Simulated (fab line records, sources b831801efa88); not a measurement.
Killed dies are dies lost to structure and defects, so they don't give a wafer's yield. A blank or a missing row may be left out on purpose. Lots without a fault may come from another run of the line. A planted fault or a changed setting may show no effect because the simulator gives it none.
Which tool did it? | flow sky130 | 12 lots, 36 wafers sampled, at 1 step of a route of 708

WHAT THE GAUGES READ, wafer by wafer
SKY_LOCAL_INTERCONNECT_RS_MEAS_01: measures by four-point-probe.
lot  | measured     | on            | LOCAL_INTERCONNECT_TIN_RS (ohm/sq)
L076 | day 29 16:52 | film_metro-03 | 14.37 14.15 14.36
L078 | day 30 19:31 | film_metro-01 | 14.20 14.16 14.17
L079 | day 31 07:32 | film_metro-01 | 14.06 14.22 14.21
L081 | day 31 21:58 | film_metro-02 | 14.00 13.97 14.14
L083 | day 32 11:52 | film_metro-02 | 14.07 14.04 14.28
L086 | day 33 10:55 | film_metro-03 | 14.49 14.46 14.36
L088 | day 33 17:58 | film_metro-02 | 13.84 14.04 13.99
L089 | day 34 05:11 | film_metro-03 | 14.37 14.40 14.31
L091 | day 34 21:08 | film_metro-03 | 13.81 14.11 13.83
L093 | day 35 08:52 | film_metro-01 | 14.13 14.08 14.23
L095 | day 36 02:59 | film_metro-03 | 13.89 14.13 13.96
L097 | day 37 02:57 | film_metro-02 | 14.20 14.15 13.86

WHICH TOOL RAN EACH LOT (tool, then ch and the chambers of the sampled wafers, then the start)
The record holds no process step before these readings.

THE ANSWER, worked out from the rows above alone
Rule: what is usual is taken from the lots themselves. Put in order of their means at a reading, lots are off if they are a third of the lots or fewer, leave a main group of 4 or more, and stand apart from it by a gap of 3 or more times the standard deviation of the main group's means; of several such gaps the widest counts. A main group whose means are all the same, to the digits that the tables above print for the reading, isn't used. A lot without any number at a reading at which 4 lots or more have one is off too. The other lots that the step has rows for count as sound.
No lot is off at any reading shown: from this, nothing can be told.

WHAT THE SIMULATOR HAD PUT IN
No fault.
